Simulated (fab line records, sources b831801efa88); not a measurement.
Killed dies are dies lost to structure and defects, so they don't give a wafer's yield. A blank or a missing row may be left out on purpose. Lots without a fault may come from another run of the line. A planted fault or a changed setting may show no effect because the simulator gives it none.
Which tool did it? | flow sky130 | 24 lots, 72 wafers sampled, at 4 steps of a route of 708

WHAT THE GAUGES READ, wafer by wafer
SKY_METAL2_OVL_MEAS_16.
lot  | measured     | on         | METAL2_OVL (nm)
L074 | day 35 02:59 | overlay-02 | 4 0 5
L075 | day 35 09:51 | overlay-01 | 2 9 5
L076 | day 35 13:28 | overlay-01 | -6 2 -3
L077 | day 35 23:17 | overlay-01 | 10 6 8
L078 | day 36 13:34 | overlay-01 | 1 9 0
L079 | day 36 16:11 | overlay-01 | 13 14 3
L080 | day 37 07:33 | overlay-02 | -4 1 -2
L081 | day 37 09:38 | overlay-01 | 1 14 4
L082 | day 37 14:40 | overlay-02 | -1 5 3
L083 | day 38 05:46 | overlay-02 | 2 1 5
L084 | day 38 14:17 | overlay-02 | 12 10 21
L085 | day 38 16:37 | overlay-01 | 7 6 14
L086 | day 39 02:01 | overlay-01 | -7 1 3
L087 | day 39 08:53 | overlay-01 | 3 -7 0
L088 | day 39 12:51 | overlay-02 | 18 6 10
L089 | day 39 23:49 | overlay-02 | -7 2 -5
L090 | day 40 07:14 | overlay-02 | 6 2 8
L092 | day 40 17:56 | overlay-02 | 6 11 6
L091 | day 40 21:47 | overlay-01 | -2 5 -2
L093 | day 41 01:58 | overlay-02 | -2 6 4
L094 | day 41 05:49 | overlay-02 | -4 -3 6
L095 | day 41 13:28 | overlay-01 | -6 5 10
L096 | day 41 18:41 | overlay-02 | 9 13 11
L097 | day 42 01:40 | overlay-01 | 11 10 7

SKY_VIA4_THK_MEAS_20: measures by xrf.
lot  | measured     | on            | VIA4_W_THK (nm)
L074 | day 42 20:06 | film_metro-04 | 514 516 520
L075 | day 43 00:04 | film_metro-03 | 495 507 498
L076 | day 43 05:23 | film_metro-01 | 509 514 511
L077 | day 43 14:49 | film_metro-03 | 499 509 499
L078 | day 44 01:46 | film_metro-04 | 521 532 523
L079 | day 44 05:26 | film_metro-03 | 509 503 505
L080 | day 44 17:35 | film_metro-01 | 514 517 513
L081 | day 44 19:23 | film_metro-01 | 512 511 509
L082 | day 45 00:02 | film_metro-01 | 492 494 497
L083 | day 45 11:56 | film_metro-01 | 507 501 508
L084 | day 45 18:40 | film_metro-04 | 515 516 514
L085 | day 45 21:34 | film_metro-01 | 506 500 497
L086 | day 46 04:23 | film_metro-01 | 519 506 500
L087 | day 46 11:08 | film_metro-04 | 515 508 505
L088 | day 46 15:46 | film_metro-03 | 507 501 498
L089 | day 47 00:29 | film_metro-04 | 523 518 517
L090 | day 47 04:52 | film_metro-03 | 505 498 502
L092 | day 47 13:28 | film_metro-03 | 511 508 514
L091 | day 47 17:19 | film_metro-03 | 509 517 520
L093 | day 47 21:58 | film_metro-03 | 510 507 514
L094 | day 47 23:21 | film_metro-01 | 514 509 517
L095 | day 48 07:22 | film_metro-01 | 514 516 521
L096 | day 48 11:10 | film_metro-04 | 517 519 522
L097 | day 48 14:53 | film_metro-03 | 510 505 512

WHICH TOOL RAN EACH LOT (tool, then ch and the chambers of the sampled wafers, then the start)
lot  | SKY_VIA3_STRIP_16                    | SKY_METAL4_SPUTTER_00
L074 | plasma_asher-01 ch 0,1, day 39 14:47 | pvd_sputter-04, day 39 16:24
L075 | plasma_asher-03 ch 0,1, day 39 19:39 | pvd_sputter-03, day 39 20:55
L076 | plasma_asher-01 ch 0,1, day 40 00:36 | pvd_sputter-03, day 40 02:17
L077 | plasma_asher-04 ch 0,1, day 40 10:03 | pvd_sputter-03, day 40 11:18
L078 | plasma_asher-03 ch 0,1, day 40 22:30 | pvd_sputter-03, day 40 23:52
L079 | plasma_asher-03 ch 0,1, day 41 02:11 | pvd_sputter-03, day 41 03:47
L080 | plasma_asher-03 ch 0,1, day 41 16:03 | pvd_sputter-02, day 41 17:20
L081 | plasma_asher-04 ch 0,1, day 41 17:35 | pvd_sputter-02, day 41 18:52
L082 | plasma_asher-04 ch 0,1, day 41 23:22 | pvd_sputter-04, day 42 00:49
L083 | plasma_asher-03 ch 0,1, day 42 12:30 | pvd_sputter-04, day 42 13:45
L084 | plasma_asher-03 ch 0,1, day 42 18:47 | pvd_sputter-02, day 42 20:02
L085 | plasma_asher-03 ch 0,1, day 42 21:36 | pvd_sputter-02, day 42 22:52
L086 | plasma_asher-01 ch 0,1, day 43 07:39 | pvd_sputter-04, day 43 08:54
L087 | plasma_asher-04 ch 0,1, day 43 13:35 | pvd_sputter-04, day 43 14:48
L088 | plasma_asher-01 ch 0,1, day 43 18:24 | pvd_sputter-02, day 43 19:39
L089 | plasma_asher-03 ch 0,1, day 44 04:14 | pvd_sputter-04, day 44 05:28
L090 | plasma_asher-04 ch 0,1, day 44 10:03 | pvd_sputter-03, day 44 11:20
L092 | plasma_asher-03 ch 0,1, day 44 20:10 | pvd_sputter-03, day 44 21:23
L091 | plasma_asher-04 ch 0,1, day 44 22:38 | pvd_sputter-03, day 44 23:54
L093 | plasma_asher-03 ch 0,1, day 45 02:50 | pvd_sputter-02, day 45 04:05
L094 | plasma_asher-01 ch 0, day 45 07:02   | pvd_sputter-03, day 45 08:17
L095 | plasma_asher-01 ch 0,1, day 45 14:51 | pvd_sputter-02, day 45 16:08
L096 | plasma_asher-04 ch 0,1, day 45 18:26 | pvd_sputter-02, day 45 20:05
L097 | plasma_asher-01 ch 0,1, day 46 00:02 | pvd_sputter-02, day 46 01:17
- SKY_VIA3_STRIP_16: strips in O2/N2.
- SKY_METAL4_SPUTTER_00: material Ti, target thk 15 nm, time 10 s.

WHAT THE TOOLS THEMSELVES READ (means of the sampled wafers that have a number; where no wafer has one, the mark that the record gives instead)
SKY_VIA3_STRIP_16.
lot  | tool            | chamber_pressure_mTorr (mTorr) | drypump_motor_current_A (A) | oes_product_au (a.u.) | strip_time_to_endpoint_s (s)
L074 | plasma_asher-01 | 1500.6                         | 5.8                         | 0.401                 | 4.129
L075 | plasma_asher-03 | 1499.3                         | 6.3                         | 0.407                 | 4.147
L076 | plasma_asher-01 | 1501.1                         | 5.8                         | 0.402                 | 4.137
L077 | plasma_asher-04 | 1500.2                         | 5.2                         | 0.401                 | 4.135
L078 | plasma_asher-03 | 1500.5                         | 6.3                         | 0.401                 | 4.146
L079 | plasma_asher-03 | 1500.5                         | 6.2                         | 0.403                 | 4.114
L080 | plasma_asher-03 | 1500.4                         | 6.2                         | 0.403                 | 4.124
L081 | plasma_asher-04 | 1499.0                         | 5.3                         | 0.402                 | 4.115
L082 | plasma_asher-04 | 1499.8                         | 5.1                         | 0.398                 | 4.123
L083 | plasma_asher-03 | 1500.8                         | 6.2                         | 0.401                 | 4.129
L084 | plasma_asher-03 | 1499.4                         | 6.2                         | 0.408                 | 4.169
L085 | plasma_asher-03 | 1500.2                         | 6.3                         | 0.398                 | 4.126
L086 | plasma_asher-01 | 1500.2                         | 5.8                         | 0.402                 | 4.120
L087 | plasma_asher-04 | 1500.8                         | 5.3                         | 0.404                 | 4.140
L088 | plasma_asher-01 | 1501.8                         | 5.9                         | 0.402                 | 4.136
L089 | plasma_asher-03 | 1500.1                         | 6.2                         | 0.401                 | 4.124
L090 | plasma_asher-04 | 1499.7                         | 5.3                         | 0.405                 | 4.135
L092 | plasma_asher-03 | 1499.7                         | 6.2                         | 0.401                 | 4.090
L091 | plasma_asher-04 | 1500.6                         | 5.1                         | 0.400                 | 4.110
L093 | plasma_asher-03 | 1501.8                         | 6.3                         | 0.406                 | 4.152
L094 | plasma_asher-01 | 1501.1                         | 5.7                         | 0.403                 | 4.130
L095 | plasma_asher-01 | 1499.9                         | 5.8                         | 0.404                 | 4.135
L096 | plasma_asher-04 | 1500.5                         | 5.3                         | 0.395                 | 4.136
L097 | plasma_asher-01 | 1501.0                         | 5.9                         | 0.401                 | 4.111

SKY_METAL4_SPUTTER_00.
lot  | tool           | cathode_dc_power_W (W) | chamber_pressure_pa (Pa) | throttle_valve_pct (%)
L074 | pvd_sputter-04 | 3000.3                 | 0.4002                   | 30.0
L075 | pvd_sputter-03 | 3000.4                 | 0.4007                   | 30.7
L076 | pvd_sputter-03 | 3000.2                 | 0.3995                   | 29.9
L077 | pvd_sputter-03 | 3000.1                 | 0.3998                   | 29.9
L078 | pvd_sputter-03 | 3000.3                 | 0.4000                   | 30.1
L079 | pvd_sputter-03 | 2999.9                 | 0.4003                   | 31.0
L080 | pvd_sputter-02 | 2999.9                 | 0.3999                   | 29.9
L081 | pvd_sputter-02 | 3000.3                 | 0.4000                   | 29.6
L082 | pvd_sputter-04 | 3000.1                 | 0.3995                   | 30.4
L083 | pvd_sputter-04 | 2999.6                 | 0.4012                   | 30.1
L084 | pvd_sputter-02 | 3000.4                 | 0.3995                   | 29.8
L085 | pvd_sputter-02 | 3000.2                 | 0.4005                   | 29.9
L086 | pvd_sputter-04 | 2999.3                 | 0.4001                   | 30.4
L087 | pvd_sputter-04 | 3000.3                 | 0.4009                   | 30.2
L088 | pvd_sputter-02 | 3000.4                 | 0.3995                   | 29.3
L089 | pvd_sputter-04 | 3000.0                 | 0.4009                   | 30.4
L090 | pvd_sputter-03 | 2999.9                 | 0.4001                   | 30.5
L092 | pvd_sputter-03 | 3000.2                 | 0.4003                   | 30.1
L091 | pvd_sputter-03 | 2999.8                 | 0.3996                   | 29.9
L093 | pvd_sputter-02 | 3000.5                 | 0.3995                   | 29.8
L094 | pvd_sputter-03 | 3000.4                 | 0.4003                   | 30.3
L095 | pvd_sputter-02 | 2999.8                 | 0.4009                   | 29.4
L096 | pvd_sputter-02 | 2999.8                 | 0.3999                   | 29.3
L097 | pvd_sputter-02 | 2999.9                 | 0.3989                   | 30.1

THE ANSWER, worked out from the rows above alone
Rule: what is usual is taken from the lots themselves. Put in order of their means at a reading, lots are off if they are a third of the lots or fewer, leave a main group of 4 or more, and stand apart from it by a gap of 3 or more times the standard deviation of the main group's means; of several such gaps the widest counts. A main group whose means are all the same, to the digits that the tables above print for the reading, isn't used. A lot without any number at a reading at which 4 lots or more have one is off too. The other lots that the step has rows for count as sound. The gauges are gone through in route order, then the tools' own readings, and for those a lot's mean is taken as printed above. The first step at which some lot is off is used, and at that step the reading that is off furthest; a lot without a number counts as furthest.
No lot is off at any reading shown: from this, nothing can be told.

WHAT THE SIMULATOR HAD PUT IN
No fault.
